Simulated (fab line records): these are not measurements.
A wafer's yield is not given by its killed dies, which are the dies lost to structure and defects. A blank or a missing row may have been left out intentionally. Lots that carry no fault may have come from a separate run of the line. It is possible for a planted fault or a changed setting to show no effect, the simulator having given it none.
Comparing a struck lot with a sound one ; flow sky130 ; 23 out of 708 route steps
Sound: wafers L215.2, L215.4, L215.5. Struck: wafer L222.3 (left out: L222.1, a lot-mate that was not struck); the cause follows at the end.
At each step with rows: each side's tool, then ch and its chambers, then its first start. Under that, the readings that differ: sound wafers ; struck wafers ; difference of the means ; sigmas: that difference in standard deviations of wafers without a fault.
alike: same words and numbers on both sides, and readings whose means sit less than 2 such deviations apart. not compared: any withheld reading, any reading some wafer has no value for, any bound like >300 that may hide the same value, and any number with overlapping values for which the record gives no deviation.
The two part at a step that has a row with sigmas, a row that says differs or no value, or rows on one side only. Numbers that don't overlap but have no deviation are shown without sigmas and don't part them. A reading that every wafer of one side lacks parts them only if that side has two wafers or more.

first, 1 step without rows for these wafers: SKY_SONOS_ONO_DEVELOP_12 (develop time 60 s).
SKY_SONOS_ONO_CD_MEAS_13 targets a cd of 410 nm.
  struck on cd sem-01, day 15 08:01; sound on cd sem-01, day 12 10:45
  alike: cd nm
SKY_SONOS_ONO_OVL_MEAS_14:
  struck on overlay-01, day 15 08:08; sound on overlay-02, day 12 10:52
  alike: SONOS_ONO_OVL
SKY_SONOS_ONO_ETCH_15: etches the open film in CHF3/O2, target depth 19.52 nm, time 7.8 s.
  sound on rie diel-03 ch 1,3, day 12 10:53; struck on rie diel-03 ch 1, day 15 08:10
  alike: drypump motor current A, oes product au, throttle valve pct
  not compared: rf hours counter h
then, 1 step without rows for these wafers: SKY_SONOS_ONO_WET_ETCH_16 (etches SiO2 in dHF, target depth 14 nm, time 280 s).
SKY_SONOS_ONO_STRIP_17: strips in O2/N2.
  sound on plasma asher-01 ch 0,1, day 12 10:59; struck on plasma asher-01 ch 0, day 15 08:16
  alike: drypump motor current A, oes product au, strip time to endpoint s
  not compared: rf hours counter h
then, 3 steps without rows for these wafers: SKY_SONOS_ONO_WET_ETCH_18 (etches Si3N4 in H3PO4, target depth 15 nm, time 172 s); SKY_GATE_OXIDE_CLEAN_00 (cleans in SC1/SC2, time 150 s); SKY_GATE_OXIDE_OXIDATION_01 (stabilise 600 s, purge 300 s, target thk 10.268 nm).
SKY_GATE_OXIDE_THK_MEAS_02:
  struck on film metro-01, day 15 09:53; sound on film metro-04, day 12 12:37
  alike: GATE_OXIDE_OXIDATION_00_THK
then, 2 steps without rows for these wafers: SKY_GATE_OXIDE_DEHYDRATE_03 (time 60 s); SKY_GATE_OXIDE_HMDS_04 (prime time 60 s).
SKY_GATE_OXIDE_COAT_05: resist thk 1140 nm.
  sound on litho track-03 ch 0, day 13 01:05; struck on litho track-01 ch 0, day 16 00:07
reading;sound;struck;difference;sigmas
spin speed rpm (rpm);3005.8 3003.5 3000.2;2996.7;-6.5;-4
model.NOVOLAK_of_GATE_OXIDE_COAT_05.thk nm (nm);1141 1142 1141;546.1;-595.2;
then, 3 steps without rows for these wafers: SKY_GATE_OXIDE_SOFTBAKE_06 (time 60 s); SKY_GATE_OXIDE_EXPOSE_07 (exposes mask LVOM, target cd 600 nm); SKY_GATE_OXIDE_PEB_08.
SKY_GATE_OXIDE_DEVELOP_09: develop time 60 s.
  sound on litho track-04 ch 0, day 13 14:32; struck on litho track-01 ch 0, day 16 14:19
reading;sound;struck;difference;sigmas
model.NOVOLAK_of_GATE_OXIDE_COAT_05.thk nm (nm);1141 1141 1141;545.7;-595.3;
SKY_GATE_OXIDE_OVL_MEAS_10:
  struck on overlay-02, day 16 14:28; sound on overlay-02, day 13 14:40
  alike: GATE_OXIDE_OVL
then, 2 steps without rows for these wafers: SKY_GATE_OXIDE_IMPLANT_11; SKY_GATE_OXIDE_WET_ETCH_12 (etches SiO2 in dHF, target depth 16.8 nm, time 336 s).
SKY_GATE_OXIDE_STRIP_13: strips in O2/N2.
  sound on plasma asher-01 ch 0,1, day 13 14:58; struck on plasma asher-03 ch 0, day 16 14:45
reading;sound;struck;difference;sigmas
oes product au (a.u.);0.721 0.723 0.721;0.535;-0.187;-41
strip time to endpoint s (s);14.20 14.18 14.20;7.26;-6.93;-99 or more
  alike: drypump motor current A
  not compared: rf hours counter h
SKY_GATE_OXIDE_TW_MEAS_14:
  struck on film metro-03, day 16 14:51; sound on film metro-04, day 13 15:04
  alike: GATE_OXIDE_TW
following that, these wafers have no rows for 1 step: SKY_PAD_OPEN_PROBE_99.

== WHERE THEY PART ==
Earliest at SKY_GATE_OXIDE_COAT_05; latest, in this record, at SKY_GATE_OXIDE_STRIP_13. Later steps at which nothing parts them and some readings are alike: SKY_GATE_OXIDE_TW_MEAS_14.

WHY: what the simulator had put in
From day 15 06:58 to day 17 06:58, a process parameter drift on litho track-01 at SKY_GATE_OXIDE_COAT_05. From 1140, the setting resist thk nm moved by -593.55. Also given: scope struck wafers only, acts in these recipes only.
